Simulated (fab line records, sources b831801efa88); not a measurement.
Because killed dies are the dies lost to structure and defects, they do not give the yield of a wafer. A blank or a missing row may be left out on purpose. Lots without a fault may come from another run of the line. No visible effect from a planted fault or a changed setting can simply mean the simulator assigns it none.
Code-filled problem report in 8D (eight disciplines) form :: flow sfq_line :: the parts of the form that need people (team, actions taken, sign-off) are left out

1. PROBLEM STATEMENT
SFQ_TRILAYER_I2_VIA_BARC_OPEN_VIA_ETCH_096, run_length_s: mean 74.5 s over 1 wafer from 1 lot; wafers with no fault: 70.1 s, standard deviation 0.55. That is +8.0 standard deviations from the usual mean.
The step: etches BARC in O2, target depth 125 nm, time 41.7 s.
The first sign was on wafer L882.4 at day 51 06:56, on rie_diel-02. Wafers with a number at this step in the record: 39, from 13 lots. Rule for "out" (also "out of limits"): further than 4 standard deviations from the usual mean. The other wafers with a number count as sound.

2. WHAT IT IS, AND WHAT IT ISN'T
question: which readings at this step
is: run_length_s, oes_product_au
is not: drypump_motor_current_A

question: which lots
is: L882
is not: L860, L861, L862, L863, L864, L866, L867, L868, L871, L872, L873, L874

question: which wafers of those lots
is: L882.4
is not: L882.2, L882.5

question: read on which tools
is: rie_diel-02
is not: rie_diel-03, rie_diel-04

question: when
is: from day 51 06:56
is not: up to then (38 sound wafers)

3. THE SUSPECTS, EACH WITH WHAT RULES IT OUT
Counting: a tool at a process step up to the reading stays a suspect if it ran every lot that is out. Sound lots after the first of them don't rule it out here, since some wafers of a struck lot are sound.
- rie_diel-04 at SFQ_TRILAYER_I0_VIA_BARC_OPEN_VIA_ETCH_046 (etches BARC in O2, target depth 125 nm, time 41.7 s): kept. The lot that is out, L882, ran on it at day 26 00:39; the last sound lot it ran before that was L874, at day 21 01:22.
- rie_diel-02 at SFQ_TRILAYER_I2_VIA_BARC_OPEN_VIA_ETCH_096 (etches BARC in O2, target depth 125 nm, time 41.7 s): kept. The lot that is out, L882, ran on it at day 51 06:56; the last sound lot it ran before that was L873, at day 45 20:43. Its own readings are out on those wafers: oes_product_au, run_length_s.
- rie_diel-04, SFQ_TRILAYER_I0_VIA_BARC_OPEN_VIA_ETCH_046: wafers that are out in chamber 0, sound lot-mates in chambers 1, 3.
- The sound lot-mates ran in chamber 2 of rie_diel-02 at SFQ_TRILAYER_I2_VIA_BARC_OPEN_VIA_ETCH_096, but the wafers that are out ran in chamber 0.
What counting leaves: rie_diel-04 at SFQ_TRILAYER_I0_VIA_BARC_OPEN_VIA_ETCH_046 and rie_diel-02 at SFQ_TRILAYER_I2_VIA_BARC_OPEN_VIA_ETCH_096.

4. THE CAUSE (what the simulator had put in)
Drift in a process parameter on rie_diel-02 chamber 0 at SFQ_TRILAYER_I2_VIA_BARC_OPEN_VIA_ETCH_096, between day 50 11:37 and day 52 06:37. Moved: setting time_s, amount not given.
This tool is one of the 2 suspects left after counting.

5. THE CHAIN OF EFFECTS, in route order
Each row: a reading whose mean over the struck wafers that have a number lies more than 3 standard deviations from the usual. Only readings for which the record gives a usual standard deviation are gone through. hours: the time from each lot's start at the first step in this table that gives one to its start at this step, as a median over the lots. sigmas: the change in usual standard deviations.
hours: 0
step: SFQ_TRILAYER_I2_VIA_BARC_OPEN_VIA_ETCH_096
reading: oes_product_au
usual: 0.685 a.u.
on struck wafers: 0.651
change: -0.034
sigmas: -6.5

hours: 0
step: SFQ_TRILAYER_I2_VIA_BARC_OPEN_VIA_ETCH_096
reading: run_length_s
usual: 70.1 s
on struck wafers: 74.5
change: +4.4
sigmas: +8.0
Its process steps:
- SFQ_TRILAYER_I2_VIA_BARC_OPEN_VIA_ETCH_096: etches BARC in O2, target depth 125 nm, time 41.7 s.
At these later measuring or inspecting steps, every struck wafer for which the step has a row has a number for every such reading, and none has moved that far: SFQ_R5_RS_MEAS_933.

6. WHAT WOULD HAVE CAUGHT IT SOONER
In this record no reading fell out of limits until day 51 06:56, 19 hours after the fault had begun at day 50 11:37.
